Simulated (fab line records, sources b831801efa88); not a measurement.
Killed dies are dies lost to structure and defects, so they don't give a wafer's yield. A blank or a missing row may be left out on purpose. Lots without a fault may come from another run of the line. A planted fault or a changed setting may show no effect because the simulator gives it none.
fab line records | flow sky130
record lots=6 wafers=18 last_day=50
route steps=708 shown SONOS_ONO@186 GATE_OXIDE@187 PAD_OPEN@708
lots that met no fault: from a run of the same line without faults
start_h: hours from the record's first day to the start of the lot's first wafer shown | wait_h: hours since the lot's step before | " the same as in the row above | L1.1+2: a row that stands for several wafers | - no value, or no start given | * or withheld: withheld | < > ~ a bound
route shown NAME@n: a module of which the file shows steps, and the number in the route of the first | usual: mean/standard deviation of fault-free wafers | same: alike in all rows | chamber/n: place in a boat | sites: the reading at each site | _std_site: their standard deviation | _edge_site: outer sites' mean less inner sites' | radius_mm: how far each site lies from the wafer's centre | mask NAME#n: copy n | behind: the tool/chamber that last shaped the wafer | hold: why the lot was held/for how many hours/how that ended | device: the transistor (n, p or np) that didn't switch | end of line: the same wafers' tests at the end of the route | a step without rows: its recipe alone | killed: dies lost to structure and defects at the first sort, not the wafer's yield | map: a wafer's dies, x killed, . not, _ none there
set.NAME: the setting as run; set.NAME@STEP: as run at that earlier step | model.NAME: the simulator's own value behind a step, which no gauge read
lots at some steps of the route; a table a step, a row a wafer
services: from which hour (start_h, from the record's first day; less than 0 if before it) a tool's chamber was out of use, for how many hours, and why
## steps
# step SKY_SONOS_ONO_WET_ETCH_18
# recipe chemistry=H3PO4 target_depth_nm=15 target=Si3N4 temp_c=160 time_s=172
# step SKY_GATE_OXIDE_CLEAN_00
# recipe chemistry=SC1/SC2 mix=1:4:20 temp_c=70 time_s=150 dry=n2_spin
# step SKY_GATE_OXIDE_OXIDATION_01
# recipe temp_c=904.2 ambient=O2 stabilise_s=600 purge_s=300 target_thk_a=102.68 ox_time_s=1473
# step SKY_GATE_OXIDE_THK_MEAS_02
# recipe reads=SiO2_of_GATE_OXIDE_OXIDATION_01
# usual GATE_OXIDE_OXIDATION_00_THK=10.79/0.19
# columns lot.wafer tool chamber start_h wait_h GATE_OXIDE_OXIDATION_00_THK[nm]
L432.1 film_metro-01 - 286.56 0.0 10.59
L432.5 " - " " 10.72
L432.6 " - " " 10.67
L439.2 film_metro-01 - 345.78 0.0 11.00
L439.3 " - " " 10.76
L439.6 " - " " 10.77
L445.2 film_metro-02 - 393.33 0.0 10.55
L445.4 " - " " 10.81
L445.5 " - " " 10.63
L448.1 film_metro-02 - 420.93 0.0 10.80
L448.5 " - " " 10.79
L448.6 " - " " 10.88
L449.2 film_metro-01 - 424.87 0.0 10.97
L449.4 " - " " 11.04
L449.5 " - " " 10.99
L454.1 film_metro-02 - 461.08 0.0 11.05
L454.2 " - " " 10.98
L454.6 " - " " 10.73
# step SKY_GATE_OXIDE_DEHYDRATE_03
# recipe temp_c=200 time_s=60
# step SKY_GATE_OXIDE_HMDS_04
# recipe prime_time_s=60 prime_temp_c=120
# step SKY_GATE_OXIDE_COAT_05
# recipe resist=NOVOLAK spin_rpm=3000 resist_thk_nm=1140
# step SKY_GATE_OXIDE_SOFTBAKE_06
# recipe temp_c=90 time_s=60 resist=NOVOLAK
# step SKY_GATE_OXIDE_EXPOSE_07
# recipe mask_id=LVOM na=0.6 source_shape=conventional sigma_outer=0.6 polarization=unpolarized target_cd_nm=600 dose_mj=170
# step SKY_GATE_OXIDE_PEB_08
# recipe temp_c=withheld time_s=* resist=NOVOLAK
# step SKY_GATE_OXIDE_DEVELOP_09
# recipe resist=NOVOLAK developer=TMAH develop_time_s=60 dev_temp_c=23.33
# step SKY_GATE_OXIDE_OVL_MEAS_10
# usual GATE_OXIDE_OVL=1.7/1.4
# columns lot.wafer tool chamber start_h wait_h GATE_OXIDE_OVL[nm]
L432.1 overlay-01 - 311.58 0.1 3.8
L432.5 " - " " 4.1
L432.6 " - " " 4.0
L439.2 overlay-02 - 373.72 0.1 0.4
L439.3 " - " " 2.5
L439.6 " - " " 0.5
L445.2 overlay-01 - 422.37 0.1 1.0
L445.4 " - " " 0.8
L445.5 " - " " 1.9
L448.1 overlay-02 - 451.03 0.1 1.2
L448.5 " - " " 1.6
L448.6 " - " " 1.5
L449.2 overlay-02 - 455.67 0.1 -0.2
L449.4 " - " " -0.2
L449.5 " - " " 0.7
L454.1 overlay-02 - 491.63 0.1 2.3
L454.2 " - " " 2.7
L454.6 " - " " 2.2
# step SKY_GATE_OXIDE_IMPLANT_11
# recipe species=B energy_kev=10 dose_cm2=2.6e+12 tilt_deg=withheld
# usual beam_energy_keV=10.000/0.0033 dose_ions_cm2=2.6007e+12/2.9e+09 faraday_current_uA=14.6/0.31
# columns lot.wafer tool chamber start_h wait_h beam_energy_keV dose_ions_cm2 faraday_current_uA
L432.1 implanter-04 0 311.62 0.0 9.996 2.5985e+12 14.8
L432.5 " 0 " " 9.999 2.6036e+12 14.5
L432.6 " 0 " " 9.998 2.5987e+12 15.1
L439.2 implanter-04 0 373.78 0.0 9.996 2.6005e+12 14.4
L439.3 " 0 " " 10.002 2.5988e+12 15.0
L439.6 " 0 " " 10.001 2.5973e+12 14.8
L445.2 implanter-02 0 422.43 0.0 10.000 2.5943e+12 14.8
L445.4 " 0 " " 9.995 2.6008e+12 14.4
L445.5 " 0 " " 10.000 2.5988e+12 14.5
L448.1 implanter-02 0 451.07 0.0 9.993 3.4262e+12 18.7
L448.5 " 0 " " 9.997 3.4264e+12 19.4
L448.6 " 0 " " 9.997 3.4249e+12 19.0
L449.2 implanter-02 0 455.73 0.0 10.005 3.4322e+12 19.8
L449.4 " 0 " " 10.003 3.4317e+12 19.8
L449.5 " 0 " " 10.007 3.4299e+12 19.4
L454.1 implanter-04 0 491.67 0.0 10.004 2.598e+12 14.1
L454.2 " 0 " " 10.000 2.5986e+12 14.5
L454.6 " 0 " " 10.001 2.5931e+12 15.1
# step SKY_GATE_OXIDE_WET_ETCH_12
# recipe chemistry=dHF target_depth_nm=16.8 dry=n2_spin target=SiO2 dilution=100:1 temp_c=25 time_s=336
# step SKY_GATE_OXIDE_STRIP_13
# recipe chemistry=O2/N2 power_w=1400 pressure_mtorr=1500 platen_temp_c=withheld o2_flow_sccm=3000 n2_flow_sccm=300 overash_fraction=0.5
# usual drypump_motor_current_A=5.8/0.5 oes_product_au=0.715/0.005 strip_time_to_endpoint_s=14.18/0.039
# columns lot.wafer tool chamber start_h wait_h drypump_motor_current_A oes_product_au rf_hours_counter_h strip_time_to_endpoint_s
L432.1 plasma_asher-04 0 311.87 0.0 5.2 0.724 49 14.15
L432.5 " 0 " " 5.2 0.707 - 14.15
L432.6 " 1 " " 5.7 0.717 - 14.14
L439.2 plasma_asher-03 1 374.00 0.0 5.7 0.709 68 14.21
L439.3 " 0 " " 5.2 0.710 - 14.18
L439.6 " 0 " " 5.2 0.714 - 14.17
L445.2 plasma_asher-04 0 422.66 0.0 5.2 0.717 62 14.16
L445.4 " 0 " " 5.2 0.721 - 14.17
L445.5 " 1 " " 5.7 0.718 - 14.15
L448.1 plasma_asher-02 1 451.32 0.0 6.5 0.713 76 14.21
L448.5 " 0 " " 6.3 0.714 - 14.23
L448.6 " 1 " " 6.6 0.708 - 14.22
L449.2 plasma_asher-02 0 455.95 0.0 6.3 0.718 77 14.16
L449.4 " 1 " " 6.5 0.707 - 14.20
L449.5 " 1 " " 6.5 0.719 - 14.15
L454.1 plasma_asher-02 0 491.94 0.0 6.3 0.715 80 14.14
L454.2 " 1 " " 6.5 0.719 80 14.14
L454.6 " 0 " " 6.3 0.715 - 14.14
# step SKY_GATE_OXIDE_TW_MEAS_14
# usual GATE_OXIDE_TW=222.0/2.3
# columns lot.wafer tool chamber start_h wait_h hold GATE_OXIDE_TW
L432.1 film_metro-01 - 311.97 0.1 - 221.4
L432.5 " - " " - 222.0
L432.6 " - " " - 222.2
L439.2 film_metro-02 - 374.11 0.1 - 226.2
L439.3 " - " " - 226.8
L439.6 " - " " - 225.8
L445.2 film_metro-04 - 422.77 0.1 - 220.6
L445.4 " - " " - 220.0
L445.5 " - " " - 221.1
L448.1 film_metro-04 - 451.42 0.1 await_dispo/0.2h/release 239.9
L448.5 " - " " await_dispo/0.2h/release 239.4
L448.6 " - " " await_dispo/0.2h/release 240.0
L448.1 film_metro-04 - 451.64 0.2 - 239.9
L448.5 " - " " - 239.1
L448.6 " - " " - 239.1
L449.2 film_metro-01 - 456.06 0.1 await_dispo/0.2h/release 239.9
L449.4 " - " " await_dispo/0.2h/release 239.4
L449.5 " - " " await_dispo/0.2h/release 240.4
L449.2 film_metro-01 - 456.29 0.2 - 238.9
L449.4 " - " " - 240.2
L449.5 " - " " - 240.1
L454.1 film_metro-04 - 492.04 0.1 - 222.0
L454.2 " - " " - 221.2
L454.6 " - " " - 222.4
# step SKY_PAD_OPEN_PROBE_99
# usual killed_at_M0_to_M3=43/6.3 killed_at_M4_up=3.3/1.7 killed_at_contacts=24/5.4 killed_at_front_end=16/4.6 killed_at_other=0.4/0.7 killed_dies=87/9.4 killed_open=47/6.9 killed_short=39/6.1
# same gross_dies=492 killed_at_back_side=0
# columns lot.wafer tool chamber start_h wait_h hold killed_at_M0_to_M3 killed_at_M4_up killed_at_contacts killed_at_front_end killed_at_other killed_dies killed_open killed_short model.etest.tip_p.rs_ohm_sq model.etest.pfet_01v8.r_on_ohm_um model.etest.nfet_01v8_lvt.drive_ua_um model.etest.nfet_01v8.r_on_ohm_um model.etest.pfet_01v8_lvt.drive_ua_um model.etest.nfet_01v8.drive_ua_um model.etest.nfet_01v8_turned.drive_ua_um model.etest.nfet_01v8_swapped.drive_ua_um
L432.1 prober-01 - 1083.65 0.1 - 44 4 21 15 0 84 50 34 6934 2981 570.9 829 172.5 500.3 503.5 500.5
L432.5 prober-01 - 1083.85 0.2 - 38 3 12 16 0 69 44 25 6941 3087 542.1 864.5 167.7 470.5 475.5 473.8
L432.6 prober-01 - 1083.90 0.2 - 49 8 22 21 0 100 51 49 6920 3085 546.1 861.5 168.6 479 479.7 481.7
L439.2 prober-01 - 1124.49 0.1 - 35 7 15 22 0 79 41 38 6925 2885 565.1 853.3 176.2 494 495.9 497.7
L439.3 prober-01 - 1124.54 0.2 - 53 1 32 11 0 97 47 49 6903 2993 557 859.2 171.6 494.2 491.2 492.9
L439.6 prober-01 - 1124.69 0.2 - 48 3 29 22 0 102 50 51 6956 2984 560.2 872.6 171.2 483.6 492.2 484
L445.2 prober-02 - 1156.90 0.1 - 43 4 26 16 1 90 40 46 6932 2971 550.8 865.7 170.2 483.5 485.4 484.4
L445.4 prober-02 - 1157.00 0.2 - 40 4 36 18 0 98 56 41 6955 2875 571 832.4 174.9 499.6 496.7 501.1
L445.5 prober-02 - 1157.05 0.2 - 45 4 32 13 0 94 56 36 6960 2986 561.3 853.7 168.5 489.9 491.6 493.8
L448.1 prober-01 - 1171.15 0.1 await_dispo/2.1h/release 51 2 26 15 0 94 52 42 6504 2688 510.1 908.9 213.3 453.4 456.5 450.6
L448.5 prober-01 - 1171.35 0.2 await_dispo/2.1h/release 49 6 26 17 0 98 52 46 6465 2753 510.8 904.3 208 451.5 453.1 451.8
L448.6 prober-01 - 1171.40 0.2 await_dispo/2.1h/release 45 0 20 18 0 83 47 36 6502 2754 499 907.2 207.3 442.7 442.7 443
L449.2 prober-02 - 1172.25 0.1 await_dispo/1.6h/release 35 5 25 12 0 77 46 31 6457 2766 507.9 894 208.6 447.8 452.2 452.6
L449.4 prober-02 - 1172.35 0.2 await_dispo/1.6h/release 38 4 26 14 0 82 45 37 6504 2695 527.5 869.9 212.4 467.7 468 468.5
L449.5 prober-02 - 1172.40 0.2 await_dispo/1.6h/release 30 3 22 12 0 67 38 29 6481 2691 520.6 884.5 210.6 460 461.5 459
L454.1 prober-01 - 1192.68 0.1 - 45 5 25 25 0 100 60 40 6909 2918 579.5 833.4 173.4 513.1 511.5 506.8
L454.2 prober-01 - 1192.73 0.1 - 43 2 24 14 0 83 37 46 6830 2941 557.2 864 171.8 490.2 488.4 492.3
L454.6 prober-01 - 1192.93 0.2 - 43 2 18 14 0 77 41 36 6842 2942 568.8 835.2 174.8 503.3 502 505.5
# killed by level:class
L432.1 VIA1:geometric_particle:open=11 CONTACT:geometric_particle:open=8 VIA2:geometric_particle:open=8 VIA3:geometric_particle:open=6 METAL1:geometric_particle:short=6 FIELD_ISO:geometric_particle:short=5 FIELD_ISO:geometric_particle:open=5 VIA1:geometric_particle:short=4
L432.5 VIA1:geometric_particle:open=12 FIELD_ISO:geometric_particle:open=7 VIA2:geometric_particle:open=5 VIA3:geometric_particle:open=5 CONTACT:geometric_particle:short=4 CONTACT:geometric_particle:open=4 METAL1:geometric_particle:short=4 VIA3:geometric_particle:short=3
L432.6 VIA1:geometric_particle:open=13 FIELD_ISO:geometric_particle:short=8 FIELD_ISO:geometric_particle:open=7 LI_CONTACT:geometric_particle:short=7 METAL3:geometric_particle:short=6 VIA3:geometric_particle:open=6 CONTACT:geometric_particle:open=5 LI_CONTACT:geometric_particle:open=4
L439.2 VIA1:geometric_particle:open=10 LI_CONTACT:geometric_particle:open=5 METAL1:geometric_particle:short=5 FIELD_ISO:geometric_particle:open=4 FIELD_ISO:geometric_particle:short=4 POLY_GATE:geometric_particle:short=4 VIA2:geometric_particle:open=4 CONTACT:geometric_particle:short=4
L439.3 VIA2:geometric_particle:open=13 CONTACT:geometric_particle:open=10 METAL2:geometric_particle:short=10 VIA1:geometric_particle:open=8 LI_CONTACT:geometric_particle:open=7 CONTACT:geometric_particle:short=7 VIA1:geometric_particle:short=6 FIELD_ISO:geometric_particle:short=4
L439.6 VIA1:geometric_particle:open=12 CONTACT:geometric_particle:open=9 LI_CONTACT:geometric_particle:open=8 CONTACT:geometric_particle:short=7 FIELD_ISO:geometric_particle:open=6 METAL1:geometric_particle:short=6 METAL2:geometric_particle:short=6 VIA1:geometric_particle:short=5
L445.2 CONTACT:geometric_particle:open=9 VIA1:geometric_particle:open=9 METAL1:geometric_particle:short=7 LI_CONTACT:geometric_particle:open=6 CONTACT:geometric_particle:short=5 VIA3:geometric_particle:open=5 VIA1:geometric_particle:short=5 METAL2:geometric_particle:short=5
L445.4 LI_CONTACT:geometric_particle:open=15 CONTACT:geometric_particle:open=10 VIA1:geometric_particle:open=10 CONTACT:geometric_particle:short=7 METAL1:geometric_particle:short=5 VIA1:geometric_particle:short=5 METAL3:geometric_particle:short=5 VIA3:geometric_particle:open=5
L445.5 CONTACT:geometric_particle:open=13 VIA3:geometric_particle:open=11 VIA1:geometric_particle:open=10 METAL2:geometric_particle:short=7 LI_CONTACT:geometric_particle:open=7 VIA2:geometric_particle:open=6 LOCAL_INTERCONNECT:geometric_particle:short=5 METAL3:geometric_particle:short=5
L448.1 VIA2:geometric_particle:open=16 VIA1:geometric_particle:open=12 CONTACT:geometric_particle:short=8 LI_CONTACT:geometric_particle:open=6 METAL2:geometric_particle:short=6 CONTACT:geometric_particle:open=6 VIA1:geometric_particle:short=5 POLY_GATE:geometric_particle:short=4
L448.5 VIA1:geometric_particle:open=12 LI_CONTACT:geometric_particle:open=10 METAL2:geometric_particle:short=9 CONTACT:geometric_particle:open=8 METAL1:geometric_particle:short=6 LOCAL_INTERCONNECT:geometric_particle:short=5 VIA2:geometric_particle:open=5 METAL4:geometric_particle:short=5
L448.6 VIA1:geometric_particle:open=12 VIA2:geometric_particle:open=8 VIA3:geometric_particle:open=7 CONTACT:geometric_particle:open=6 METAL2:geometric_particle:short=6 VIA2:geometric_particle:short=5 FIELD_ISO:geometric_particle:open=4 SPACER:geometric_particle:short=4
L449.2 CONTACT:geometric_particle:open=9 VIA1:geometric_particle:open=8 LI_CONTACT:geometric_particle:open=7 VIA1:geometric_particle:short=6 VIA2:geometric_particle:open=6 VIA3:geometric_particle:open=5 METAL4:geometric_particle:short=5 POLY_GATE:geometric_particle:open=4
L449.4 VIA3:geometric_particle:open=9 LI_CONTACT:geometric_particle:open=7 VIA1:geometric_particle:open=6 FIELD_ISO:geometric_particle:open=6 LI_CONTACT:geometric_particle:short=5 CONTACT:geometric_particle:open=5 CONTACT:geometric_particle:short=5 METAL1:geometric_particle:short=5
L449.5 VIA1:geometric_particle:open=8 CONTACT:geometric_particle:open=7 CONTACT:geometric_particle:short=6 VIA3:geometric_particle:open=5 LI_CONTACT:geometric_particle:open=4 VIA1:geometric_particle:short=4 FIELD_ISO:geometric_particle:short=3 FIELD_ISO:geometric_particle:open=3
L454.1 POLY_GATE:geometric_particle:open=10 CONTACT:geometric_particle:open=10 VIA1:geometric_particle:open=10 LI_CONTACT:geometric_particle:open=8 POLY_GATE:geometric_particle:short=8 VIA2:geometric_particle:open=8 VIA1:geometric_particle:short=7 VIA3:geometric_particle:open=7
L454.2 CONTACT:geometric_particle:open=9 METAL1:geometric_particle:short=8 VIA1:geometric_particle:open=8 LOCAL_INTERCONNECT:geometric_particle:short=7 METAL2:geometric_particle:short=7 VIA3:geometric_particle:short=6 VIA2:geometric_particle:open=5 FIELD_ISO:geometric_particle:open=3
L454.6 CONTACT:geometric_particle:open=8 VIA1:geometric_particle:open=8 POLY_GATE:geometric_particle:open=6 METAL2:geometric_particle:short=6 VIA2:geometric_particle:open=5 VIA1:geometric_particle:short=4 VIA2:geometric_particle:short=4 METAL3:geometric_particle:short=4
# map L448.5 (x killed, . not)
__________....xxxx.._________
________.......x......_______
______x........x..xxx..._____
_____xx...xx.....x.......____
____...x...x.....x........___
___....x......xx.xx....x.x.__
__....x.........x......x...._
_x..x..xx...x..x......x...x..
_...x.x......x..x.xx....xx...
_.....x.......xx......x......
_x.....x.x.xx....x.........x.
_....x......x..x....x..xx.x..
_.x......x....x.x............
_x...........................
_...x.....x......x.......x..x
__.........xx............x.x_
___........x..x.x.x........__
____...x....x.xx..........___
_____..x.....xxx....x.x..____
______......x..........._____
________..x.x......xx._______
__________...x.x...x_________
# map L449.4 (x killed, . not)
__________........x._________
________...x..x.....x._______
______.x......x.....x..._____
_____..x......x.....x....____
____...x.........x..x.x.x.___
___.x......................__
__.x..xx..x.xx...x..xx......_
_......x.x...................
_x.....x.x..............x....
_x..........x.xx....x........
_...x..............x..x....x.
_..............x.........x...
_...x......x.xx.............x
_.xx..xx.x.x..x........x.....
_...x.....xx.........x.......
__.......x.x......x.....xxx._
___.x.xx..................x__
____x.....xx.x...x.x...x..___
_____..xx.x..............____
______.................._____
________x....x........_______
__________........x._________
## services
# columns tool chamber start_h hours kind
implanter-04 - 298.75 5.0 pm
implanter-04 - 345.51 3.1 repair
plasma_asher-02 - 357.24 28.1 pm
implanter-04 - 380.09 3.0 pm
plasma_asher-03 - 421.25 9.0 pm
plasma_asher-03 0 421.25 9.0 vent_cycle
plasma_asher-03 1 421.25 9.0 vent_cycle
plasma_asher-03 0 430.25 - clean
plasma_asher-03 1 430.25 - clean
implanter-02 - 473.63 5.8 pm
plasma_asher-02 - 483.43 1.0 repair
## key
first_sign step=SKY_GATE_OXIDE_IMPLANT_11 reading=dose_ions_cm2 direction=up sigmas=99+ usual=* struck=*
effect step=SKY_GATE_OXIDE_IMPLANT_11 reading=faraday_current_uA direction=up sigmas=15 usual=14.6 struck=19.4
effect step=SKY_GATE_OXIDE_TW_MEAS_14 reading=visit direction=added
effect step=SKY_GATE_OXIDE_TW_MEAS_14 reading=GATE_OXIDE_TW direction=up sigmas=7.8 usual=222.0 struck=239.8
effect step=SKY_PAD_OPEN_PROBE_99 reading=hold direction=added
model_effect step=SKY_PAD_OPEN_PROBE_99 value=etest.tip_p.rs_ohm_sq without=6846 struck=6485
met_at SKY_GATE_OXIDE_IMPLANT_11
struck_wafers L448.1,L448.5,L448.6,L449.2,L449.4,L449.5
tester_left_out L448,L449
onset_between 422.43 451.07
fault kind=process_parameter_drift tool=implanter-02 chamber=- onset_h=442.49 steps=SKY_GATE_OXIDE_IMPLANT_11 channel=dose_cm2 offset=* shape=step end_h=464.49 acts_in=* stated=*
# tester_left_out: of these lots the tester's yield and bins aren't shown, on N5 and GAA mostly nor the transistor test; their killed dies are dies lost to structure and defects alone, not to doping, threshold or leakage, so they don't give the yield
